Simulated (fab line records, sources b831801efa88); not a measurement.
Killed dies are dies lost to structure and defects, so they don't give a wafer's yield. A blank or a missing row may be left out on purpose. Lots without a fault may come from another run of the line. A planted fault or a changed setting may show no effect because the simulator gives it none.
fab line records | flow sfq_line
record lots=7 wafers=19 last_day=83
route steps=325 shown M3@118 I3@133 M4@148 M8@325
lots that met no fault: from a run of the same line without faults
start_h: hours from the record's first day to the start of the lot's first wafer shown | wait_h: hours since the lot's step before | " the same as in the row above | L1.1+2: a row that stands for several wafers | - no value, or no start given | * or withheld: withheld | < > ~ a bound
route shown NAME@n: a module of which the file shows steps, and the number in the route of the first | usual: mean/standard deviation of fault-free wafers | same: alike in all rows | chamber/n: place in a boat | sites: the reading at each site | _std_site: their standard deviation | _edge_site: outer sites' mean less inner sites' | radius_mm: how far each site lies from the wafer's centre | mask NAME#n: copy n | behind: the tool/chamber that last shaped the wafer | hold: why the lot was held/for how many hours/how that ended | device: the transistor (n, p or np) that didn't switch | end of line: the same wafers' tests at the end of the route | a step without rows: its recipe alone | killed: dies lost to structure and defects at the first sort, not the wafer's yield | map: a wafer's dies, x killed, . not, _ none there
set.NAME: the setting as run; set.NAME@STEP: as run at that earlier step | model.NAME: the simulator's own value behind a step, which no gauge read
lots at some steps of the route; a table a step, a row a wafer
services: from which hour (start_h, from the record's first day; less than 0 if before it) a tool's chamber was out of use, for how many hours, and why
## steps
# step SFQ_TRILAYER_M3_DEP_PRE_CLEAN_074
# recipe gas=Ar time_s=22.5 bias_v=250
# step SFQ_TRILAYER_M3_DEP_SPUTTER_073
# recipe material=Nb base_pressure_pa=1.33e-06 chamber_pressure_pa=0.1333 substrate_temp_c=20 resputter_cathode_voltage_v=400 target_thk_nm=200 power_w=2000 time_s=133.3
# usual throttle_valve_pct=29.7/1.3
# columns lot.wafer tool chamber start_h wait_h throttle_valve_pct
L222.2 pvd_sputter-04 - 928.21 0.0 31.1
L222.3 " - " " 30.7
L222.6 " - " " 27.5
L226.4 pvd_sputter-03 - 962.85 0.0 28.5
L226.6 " - " " 31.8
L227.2 pvd_sputter-06 - 972.37 0.0 30.9
L227.4 " - " " 30.7
L229.1 pvd_sputter-04 - 993.97 0.0 28.0
L229.2 " - " " 30.9
L229.5 " - " " 27.3
L235.2 pvd_sputter-04 - 1088.77 0.0 30.7
L235.4 " - " " 27.3
L235.6 " - " " 31.1
L236.1 pvd_sputter-06 - 1092.97 0.0 29.3
L236.2 " - " " 30.6
L236.6 " - " " 28.9
L238.2 pvd_sputter-04 - 1096.57 0.0 30.9
L238.4 " - " " 27.3
L238.6 " - " " 27.7
# step SFQ_M3_RS_MEAS_919
# recipe thk_meas_gauge=four-point-probe reads=Nb_of_TRILAYER_M3_DEP_SPUTTER_073
# usual M3_NB_RS=0.888/0.011
# columns lot.wafer tool chamber start_h wait_h M3_NB_RS[ohm/sq]
L222.2 film_metro-02 - 928.32 0.1 0.894
L222.3 " - " " 0.884
L222.6 " - " " 0.879
L226.4 film_metro-02 - 963.00 0.1 0.879
L226.6 " - " " 0.893
L227.2 film_metro-02 - 972.48 0.1 0.902
L227.4 " - " " 0.878
L229.1 film_metro-02 - 994.06 0.0 0.869
L229.2 " - " " 0.883
L229.5 " - " " 0.872
L235.2 film_metro-02 - 1088.88 0.1 0.887
L235.4 " - " " 0.884
L235.6 " - " " 0.873
L236.1 film_metro-03 - 1093.06 0.0 0.904
L236.2 " - " " 0.892
L236.6 " - " " 0.902
L238.2 film_metro-03 - 1096.68 0.1 0.879
L238.4 " - " " 0.879
L238.6 " - " " 0.875
# step SFQ_TRILAYER_M3_LITHO_COAT_080
# recipe resist=BARC spin_rpm=3000 resist_thk_nm=62
# step SFQ_TRILAYER_M3_LITHO_COAT_075
# recipe resist=KrF spin_rpm=3000 resist_thk_nm=600
# step SFQ_TRILAYER_M3_LITHO_SOFTBAKE_079
# recipe temp_c=withheld time_s=withheld resist=KrF
# step SFQ_TRILAYER_M3_LITHO_EXPOSE_076
# recipe mask_id=M3 na=0.6 source_shape=conventional sigma_outer=0.65 target_cd_nm=500 dose_mj=14.4
# step SFQ_TRILAYER_M3_LITHO_PEB_078
# recipe peb_temp_c=115 peb_time_s=60 resist=KrF
# step SFQ_TRILAYER_M3_LITHO_DEVELOP_077
# recipe time_s=60 resist=KrF
# step SFQ_M3_OVL_MEAS_921
# usual M3_OVL=2/5.6
# columns lot.wafer tool chamber start_h wait_h M3_OVL[nm]
L222.2 overlay-01 - 932.85 0.1 7
L222.3 " - " " 10
L222.6 " - " " 10
L226.4 overlay-02 - 965.39 0.1 -1
L226.6 " - " " 0
L227.2 overlay-01 - 975.02 0.1 11
L227.4 " - " " 10
L229.1 overlay-01 - 996.49 0.1 -2
L229.2 " - " " -6
L229.5 " - " " -4
L235.2 overlay-02 - 1227.08 0.1 4
L235.4 " - " " 3
L235.6 " - " " 0
L236.1 overlay-01 - 1230.68 0.1 -2
L236.2 " - " " 1
L236.6 " - " " 6
L238.2 overlay-02 - 1235.48 0.1 -5
L238.4 " - " " -3
L238.6 " - " " -4
# step SFQ_TRILAYER_M3_BARC_OPEN_METAL_ETCH_100
# recipe mask_material=PR chemistry=O2 target_depth_nm=125 target=BARC icp_w=600 bias_w=80 pressure_mtorr=10 time_s=41.7
# usual drypump_motor_current_A=5.58/0.28 he_backside_leak_sccm=3.5/0.34 oes_product_au=0.685/0.0043 run_length_s=70.2/0.45
# columns lot.wafer tool chamber start_h wait_h drypump_motor_current_A he_backside_leak_sccm oes_product_au rf_hours_counter_h run_length_s
L222.2 rie_metal-03 0 932.88 0.0 5.02 3.6 0.686 105 70.4
L222.3 " 0 " " 5.01 3.5 0.682 - 70.5
L222.6 " 1 " " 5.66 3.2 0.689 - 69.7
L226.4 rie_metal-02 0 965.43 0.0 5.65 3.6 0.677 - 70.9
L226.6 " 1 " " 5.87 3.3 0.693 - 69.9
L227.2 rie_metal-02 0 975.05 0.0 5.65 3.9 0.686 123 70.5
L227.4 " 1 " " 5.88 3.3 0.688 - 70.3
L229.1 rie_metal-02 0 996.52 0.0 5.63 4.0 0.676 125 70.4
L229.2 " 0 " " 5.64 3.8 0.681 - 70.4
L229.5 " 0 " " 5.63 3.9 0.682 - 70.5
L235.2 rie_metal-03 1 1227.11 0.0 5.68 3.2 0.688 130 69.4
L235.4 " 0 " " 5.02 3.3 0.695 - 70.5
L235.6 " 1 " " 5.67 3.2 0.686 - 69.7
L236.1 rie_metal-02 0 1230.71 0.0 5.64 3.6 0.685 12 70.6
L236.2 " 1 " " 5.87 2.8 0.686 29 70.0
L236.6 " 1 " " 5.87 2.9 0.682 - 70.1
L238.2 rie_metal-04 0 1235.51 0.0 5.50 3.6 0.678 11 70.3
L238.4 " 1 " " 5.19 3.6 0.685 - 69.5
L238.6 " 0 " " 5.52 3.5 0.688 - 70.0
# step SFQ_TRILAYER_M3_ETCH_METAL_ETCH_078
# recipe target=Nb stop_on=SiO2 mask_material=PR chemistry=Cl2/Ar target_depth_nm=240 icp_w=600 bias_w=80 pressure_mtorr=10 time_s=120
# usual drypump_motor_current_A=5.58/0.29 he_backside_leak_sccm=3.43/0.26 oes_product_au=0.895/0.0078 run_length_s=148.5/0.42
# columns lot.wafer tool chamber start_h wait_h drypump_motor_current_A he_backside_leak_sccm oes_product_au rf_hours_counter_h run_length_s model.KrF_of_TRILAYER_M3_LITHO_COAT_075.thk_nm model.M3.feature_depth_nm model.etch.depth_nm
L222.2 rie_metal-03 0 932.94 0.0 5.00 3.38 0.885 105 148.6 382.8 199.3 199.3
L222.3 " 0 " " 5.01 3.32 0.899 - 148.7 382.7 201.5 201.5
L222.6 " 1 " " 5.68 3.12 0.901 - 148.2 387.6 202.6 202.6
L226.4 rie_metal-02 0 965.51 0.1 5.65 3.80 0.996 - 120.3 417.7 181.8 181.8
L226.6 " 1 " " 5.88 3.15 0.883 - 148.2 384.4 199.5 199.5
L227.2 rie_metal-02 0 975.11 0.0 5.64 3.54 1.001 123 120.3 415.5 182.8 182.8
L227.4 " 1 " " 5.88 3.16 1.009 - 119.4 417 183 183
L229.1 rie_metal-02 0 996.64 0.1 5.61 3.81 0.902 125 148.8 383.5 204.8 204.8
L229.2 " 0 " " 5.64 3.81 0.980 - 120.0 419.3 178.3 178.3
L229.5 " 0 " " 5.63 3.74 0.907 - 148.6 384.7 204.1 204.1
L235.2 rie_metal-03 1 1227.17 0.0 5.68 3.37 0.891 130 148.0 385.5 200.9 200.9
L235.4 " 0 " " 4.99 3.34 0.885 - 148.8 376.4 201.4 201.4
L235.6 " 1 " " 5.66 3.19 0.903 - 147.9 384.1 204.1 204.1
L236.1 rie_metal-02 0 1230.77 0.0 5.64 3.65 0.882 12 148.9 385.7 196.8 196.8
L236.2 " 1 " " 5.87 3.00 0.889 29 148.4 385.6 199.8 199.8
L236.6 " 1 " " 5.90 2.95 0.890 - 148.6 388.1 197.6 197.6
L238.2 rie_metal-04 0 1235.57 0.0 5.48 3.66 0.899 11 148.7 386.4 202.8 202.8
L238.4 " 1 " " 5.21 3.63 0.904 - 148.1 376.3 202.6 202.6
L238.6 " 0 " " 5.51 3.55 0.904 - 148.2 388.5 203.5 203.5
# step SFQ_TRILAYER_M3_STRIP_STRIP_079
# recipe gas=O2 power_w=200 platen_temp_c=40 overash_fraction=0.65 chemistry=O2 pressure_mtorr=50
# usual drypump_motor_current_A=5.58/0.29 he_backside_leak_sccm=3.45/0.27 oes_product_au=0.996/0.011
# columns lot.wafer tool chamber start_h wait_h drypump_motor_current_A he_backside_leak_sccm oes_product_au rf_hours_counter_h
L222.2 rie_metal-03 0 933.06 0.1 5.00 3.45 0.999 105
L222.3 " 0 " " 5.02 3.47 0.997 -
L222.6 " 1 " " 5.70 3.20 0.987 -
L226.4 rie_metal-02 0 965.79 0.2 5.62 3.71 0.995 -
L226.6 " 1 " " 5.92 3.15 0.993 -
L227.2 rie_metal-02 0 975.23 0.1 5.64 3.60 1.003 123
L227.4 " 1 " " 5.88 3.33 0.980 -
L229.1 rie_metal-02 0 996.89 0.2 5.64 3.98 0.993 125
L229.2 " 0 " " 5.64 3.87 0.992 -
L229.5 " 0 " " 5.65 3.81 0.988 -
L235.2 rie_metal-03 1 1227.30 0.1 5.69 3.27 0.987 131
L235.4 " 0 " " 4.99 3.35 1.017 -
L235.6 " 1 " " 5.68 3.24 0.992 -
L236.1 rie_metal-02 0 1230.90 0.1 5.66 3.80 0.999 13
L236.2 " 1 " " 5.89 2.98 0.993 29
L236.6 " 1 " " 5.88 3.30 0.987 -
L238.2 rie_metal-04 0 1235.70 0.1 5.47 3.56 0.981 11
L238.4 " 1 " " 5.19 3.59 1.009 -
L238.6 " 0 " " 5.50 3.62 0.989 -
# step SFQ_TRILAYER_M3_STRIP_SOLV_CLEAN_080
# recipe chemistry=NMP temp_c=70 time_s=600
# step SFQ_TRILAYER_I3_DEP_PECVD_081
# recipe material=SiO2 temp_c=150 time_s=111.11 pressure_torr=2.4 rf_w=183.3 precursor=SiH4/N2O target_thk_nm=500
# usual heater_power_outer_w=29/11 heater_power_w=86/17 susceptor_temp_C=150.00/0.14 throttle_valve_pct=23.9/1.5
# columns lot.wafer tool chamber start_h wait_h heater_power_outer_w heater_power_w susceptor_temp_C throttle_valve_pct
L222.2 pecvd-04 0 933.84 0.0 46 105 150.05 25.5
L222.3 " 1 " " 43 111 150.07 24.4
L222.6 " 1 " " 44 112 150.12 24.3
L226.4 pecvd-02 0 966.42 0.0 20 75 150.04 22.3
L226.6 " 2 " " 20 71 150.01 22.7
L227.2 pecvd-04 1 976.01 0.0 43 111 150.16 24.6
L227.4 " 1 " " 47 109 149.97 24.5
L229.1 pecvd-02 0 998.27 0.0 21 76 150.00 22.5
L229.2 " 2 " " 25 74 150.19 22.9
L229.5 " 0 " " 22 80 149.76 22.2
L235.2 pecvd-02 1 1228.07 0.0 22 88 150.02 21.9
L235.4 " 2 " " 16 63 150.02 23.3
L235.6 " 1 " " 23 90 150.17 21.7
L236.1 pecvd-01 2 1231.67 0.0 30 75 150.03 24.8
L236.2 " 0 " " 15 66 149.92 25.4
L236.6 " 0 " " 16 68 150.09 25.4
L238.2 pecvd-02 0 1236.47 0.0 21 79 150.05 23.1
L238.4 " 2 " " 23 72 150.05 23.5
L238.6 " 1 " " 25 92 150.17 21.7
# step SFQ_TRILAYER_I3_CMP_CMP_082
# recipe material=SiO2 down_force_psi=3 platen_rpm=60 pad_velocity_m_s=0.94248
# step SFQ_I3_BOW_MEAS_922
# recipe mode=bow
# usual I3_BOW=4/10
# columns lot.wafer tool chamber start_h wait_h I3_BOW[um]
L222.2 film_metro-02 - 957.61 2.5 -16
L222.3 " - " " -8
L222.6 " - " " -7
L226.4 film_metro-04 - 981.65 2.6 -4
L226.6 " - " " 0
L227.2 film_metro-01 - 988.58 2.0 -4
L227.4 " - " " -11
L229.1 film_metro-01 - 1001.35 1.0 11
L229.2 " - " " 2
L229.5 " - " " 18
L235.2 film_metro-04 - 1231.17 1.0 3
L235.4 " - " " 1
L235.6 " - " " 10
L236.1 film_metro-02 - 1234.75 1.5 13
L236.2 " - " " 13
L236.6 " - " " -4
L238.2 film_metro-01 - 1240.77 1.0 6
L238.4 " - " " 1
L238.6 " - " " 7
# step SFQ_TRILAYER_I3_METRO_MEASURE_083
# step SFQ_TRILAYER_I3_VIA_LITHO_COAT_090
# recipe resist=BARC spin_rpm=3000 resist_thk_nm=62
# step SFQ_TRILAYER_I3_VIA_LITHO_COAT_085
# recipe resist=KrF spin_rpm=3000 resist_thk_nm=650
# step SFQ_TRILAYER_I3_VIA_LITHO_SOFTBAKE_089
# recipe temp_c=withheld time_s=withheld resist=KrF
# step SFQ_TRILAYER_I3_VIA_LITHO_EXPOSE_086
# recipe mask_id=I3 na=0.6 source_shape=conventional sigma_outer=0.65 target_cd_nm=500 dose_mj=21.3
# step SFQ_TRILAYER_I3_VIA_LITHO_PEB_088
# recipe peb_temp_c=115 peb_time_s=60 resist=KrF
# step SFQ_TRILAYER_I3_VIA_LITHO_DEVELOP_087
# recipe time_s=60 resist=KrF
# step SFQ_I3_OVL_MEAS_923
# usual I3_OVL=1/5.2
# columns lot.wafer tool chamber start_h wait_h I3_OVL[nm]
L222.2 overlay-02 - 1090.18 0.1 0
L222.3 " - " " -4
L222.6 " - " " 4
L226.4 overlay-02 - 1120.25 0.1 3
L226.6 " - " " 5
L227.2 overlay-02 - 1132.24 0.1 -1
L227.4 " - " " 3
L229.1 overlay-02 - 1146.63 0.1 10
L229.2 " - " " 11
L229.5 " - " " 9
L235.2 overlay-02 - 1254.58 0.1 0
L235.4 " - " " 0
L235.6 " - " " 3
L236.1 overlay-02 - 1256.98 0.1 -5
L236.2 " - " " 0
L236.6 " - " " 0
L238.2 overlay-02 - 1260.58 0.1 0
L238.4 " - " " 4
L238.6 " - " " -2
# step SFQ_TRILAYER_I3_VIA_BARC_OPEN_VIA_ETCH_121
# recipe mask_material=PR chemistry=O2 target_depth_nm=125 target=BARC source_w=500 bias_w=80 pressure_mtorr=30 time_s=41.7
# step SFQ_TRILAYER_I3_VIA_ETCH_VIA_ETCH_088
# recipe target=SiO2 stop_on=Nb mask_material=PR taper_deg=20 chemistry=CHF3 target_depth_nm=260 source_w=500 bias_w=80 pressure_mtorr=30 time_s=withheld
# usual drypump_motor_current_A=5.8/0.51 oes_product_au=0.855/0.0054
# columns lot.wafer tool chamber start_h wait_h drypump_motor_current_A oes_product_au
L222.2 rie_diel-03 2 1090.25 0.0 5.7 0.842
L222.3 " 1 " " 6.7 0.850
L222.6 " 3 " " 5.2 0.852
L226.4 rie_diel-03 2 1120.31 0.0 5.7 0.860
L226.6 " 3 " " 5.2 0.854
L227.2 rie_diel-03 2 1132.31 0.0 5.7 0.853
L227.4 " 1 " " 6.7 0.853
L229.1 rie_diel-03 0 1146.71 0.0 5.3 0.849
L229.2 " 3 " " 5.2 0.859
L229.5 " 3 " " 5.3 0.858
L235.2 rie_diel-04 1 1254.65 0.0 6.0 0.865
L235.4 " 0 " " 5.1 0.864
L235.6 " 1 " " 6.0 0.858
L236.1 rie_diel-03 0 1257.05 0.0 5.3 0.854
L236.2 " 3 " " 5.2 0.851
L236.6 " 2 " " 5.7 0.861
L238.2 rie_diel-01 3 1260.65 0.0 5.9 0.858
L238.4 " 0 " " 6.0 0.847
L238.6 " 3 " " 6.0 0.845
# step SFQ_TRILAYER_I3_VIA_STRIP_STRIP_089
# recipe gas=O2 power_w=200 platen_temp_c=40 overash_fraction=0.65 chemistry=O2 pressure_mtorr=50
# step SFQ_TRILAYER_I3_VIA_STRIP_SOLV_CLEAN_090
# recipe chemistry=NMP temp_c=70 time_s=600
# step SFQ_TRILAYER_M4_DEP_PRE_CLEAN_092
# recipe gas=Ar time_s=22.5 bias_v=250
# step SFQ_TRILAYER_M4_DEP_SPUTTER_091
# recipe material=Nb base_pressure_pa=1.33e-06 chamber_pressure_pa=0.1333 substrate_temp_c=20 resputter_cathode_voltage_v=400 target_thk_nm=200 power_w=2000 time_s=133.3
# step SFQ_M4_RS_MEAS_924
# recipe thk_meas_gauge=four-point-probe reads=Nb_of_TRILAYER_M4_DEP_SPUTTER_091
# usual M4_NB_RS=0.895/0.01
# columns lot.wafer tool chamber start_h wait_h M4_NB_RS[ohm/sq]
L222.2 film_metro-01 - 1091.28 0.1 0.911
L222.3 " - " " 0.887
L222.6 " - " " 0.914
L226.4 film_metro-01 - 1121.38 0.1 0.909
L226.6 " - " " 0.893
L227.2 film_metro-01 - 1133.34 0.1 0.912
L227.4 " - " " 0.900
L229.1 film_metro-01 - 1148.33 0.0 0.894
L229.2 " - " " 0.904
L229.5 " - " " 0.892
L235.2 film_metro-03 - 1255.68 0.1 0.899
L235.4 " - " " 0.873
L235.6 " - " " 0.898
L236.1 film_metro-03 - 1258.06 0.0 0.900
L236.2 " - " " 0.891
L236.6 " - " " 0.893
L238.2 film_metro-02 - 1262.06 0.1 0.899
L238.4 " - " " 0.900
L238.6 " - " " 0.896
# step SFQ_TRILAYER_M4_LITHO_COAT_098
# recipe resist=BARC spin_rpm=3000 resist_thk_nm=62
# step SFQ_TRILAYER_M4_LITHO_COAT_093
# recipe resist=KrF spin_rpm=3000 resist_thk_nm=600
# step SFQ_TRILAYER_M4_LITHO_SOFTBAKE_097
# recipe temp_c=withheld time_s=withheld resist=KrF
# step SFQ_TRILAYER_M4_LITHO_EXPOSE_094
# recipe mask_id=M4 na=0.6 source_shape=conventional sigma_outer=0.65 target_cd_nm=500 dose_mj=14.4
# step SFQ_TRILAYER_M4_LITHO_PEB_096
# recipe peb_temp_c=115 peb_time_s=60 resist=KrF
# step SFQ_TRILAYER_M4_LITHO_DEVELOP_095
# recipe time_s=60 resist=KrF
# step SFQ_M4_OVL_MEAS_926
# usual M4_OVL=-6/6.8
# columns lot.wafer tool chamber start_h wait_h M4_OVL[nm]
L222.2 overlay-01 - 1228.28 0.1 9
L222.3 " - " " 8
L222.6 " - " " 10
L226.4 overlay-01 - 1257.36 0.1 -12
L226.6 " - " " -6
L227.2 overlay-01 - 1265.30 0.1 -10
L227.4 " - " " -10
L229.1 overlay-01 - 1277.29 0.1 -9
L229.2 " - " " -15
L229.5 " - " " -10
L235.2 overlay-01 - 1357.70 0.1 -6
L235.4 " - " " -4
L235.6 " - " " 2
L236.1 overlay-01 - 1360.09 0.1 3
L236.2 " - " " 0
L236.6 " - " " 4
L238.2 overlay-01 - 1363.70 0.1 -2
L238.4 " - " " -4
L238.6 " - " " 3
# step SFQ_TRILAYER_M4_BARC_OPEN_METAL_ETCH_123
# recipe mask_material=PR chemistry=O2 target_depth_nm=125 target=BARC icp_w=600 bias_w=80 pressure_mtorr=10 time_s=41.7
# step SFQ_M8_BOW_MEAS_951
# recipe mode=bow
# usual M8_BOW=10/13
# columns lot.wafer tool chamber start_h wait_h M8_BOW[um] model.etest.m3.comb_log10_ohm
L222.2 film_metro-01 - 1848.93 0.0 -12 12
L222.3 " - " " -4 12
L222.6 " - " " -3 12
L226.4 film_metro-03 - 1884.14 0.1 -6 0
L226.6 " - " " -2 12
L227.2 film_metro-04 - 1901.79 0.0 18 0
L227.4 " - " " 11 0
L229.1 film_metro-04 - 1912.57 0.0 8 12
L229.2 " - " " -1 0
L229.5 " - " " 17 12
L235.2 film_metro-01 - 1977.18 0.0 6 12
L235.4 " - " " 3 12
L235.6 " - " " 14 12
L236.1 film_metro-04 - 1978.35 0.0 7 12
L236.2 " - " " 9 12
L236.6 " - " " -10 12
L238.2 film_metro-01 - 1980.77 0.0 11 12
L238.4 " - " " 6 12
L238.6 " - " " 12 12
## services
# columns tool chamber start_h hours kind
rie_metal-02 0 928.80 2.4 repair
pecvd-02 - 933.25 14.0 pm
rie_metal-03 - 936.65 15.6 pm
rie_metal-04 - 941.73 2.8 pm
pecvd-02 1 941.74 2.5 repair
pecvd-02 1 953.02 5.9 repair
rie_metal-04 0 996.50 8.0 repair
pecvd-04 - 1013.37 6.0 pm
pecvd-02 0 1026.04 4.9 repair
rie_metal-04 - 1043.01 0.2 repair
pecvd-02 - 1047.53 1.0 repair
pvd_sputter-06 - 1053.10 12.0 repair
pecvd-02 1 1065.35 40.4 repair
pecvd-02 - 1077.14 2.0 repair
rie_diel-03 - 1079.39 2.8 pm
rie_diel-03 0 1088.58 3.0 repair
rie_metal-04 - 1128.82 2.3 repair
rie_metal-04 0 1135.86 15.9 repair
rie_metal-02 1 1166.96 2.4 repair
pecvd-02 - 1169.06 1.7 repair
pvd_sputter-06 - 1175.99 0.8 repair
pecvd-02 2 1182.04 8.0 repair
rie_diel-03 - 1207.90 0.5 repair
rie_metal-02 0 1245.67 2.5 repair
## key
first_sign step=SFQ_TRILAYER_M3_ETCH_METAL_ETCH_078 reading=run_length_s direction=down sigmas=67 usual=* struck=*
effect step=SFQ_TRILAYER_M3_ETCH_METAL_ETCH_078 reading=oes_product_au direction=up sigmas=13 usual=0.895 struck=0.997
model_effect step=SFQ_TRILAYER_M3_ETCH_METAL_ETCH_078 value=KrF_of_TRILAYER_M3_LITHO_COAT_075.thk_nm without=383.5 struck=417.4
model_effect step=SFQ_M8_BOW_MEAS_951 value=etest.m3.comb_log10_ohm without=12 struck=0
met_at SFQ_TRILAYER_M3_ETCH_METAL_ETCH_078
struck_wafers L226.4,L227.2,L227.4,L229.2
fault kind=process_parameter_drift tool=rie_metal-02 chamber=- onset_h=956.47 steps=SFQ_TRILAYER_M3_ETCH_METAL_ETCH_078 channel=time_s offset=* shape=step end_h=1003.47 scope=struck_wafers_only acts_in=* stated=*
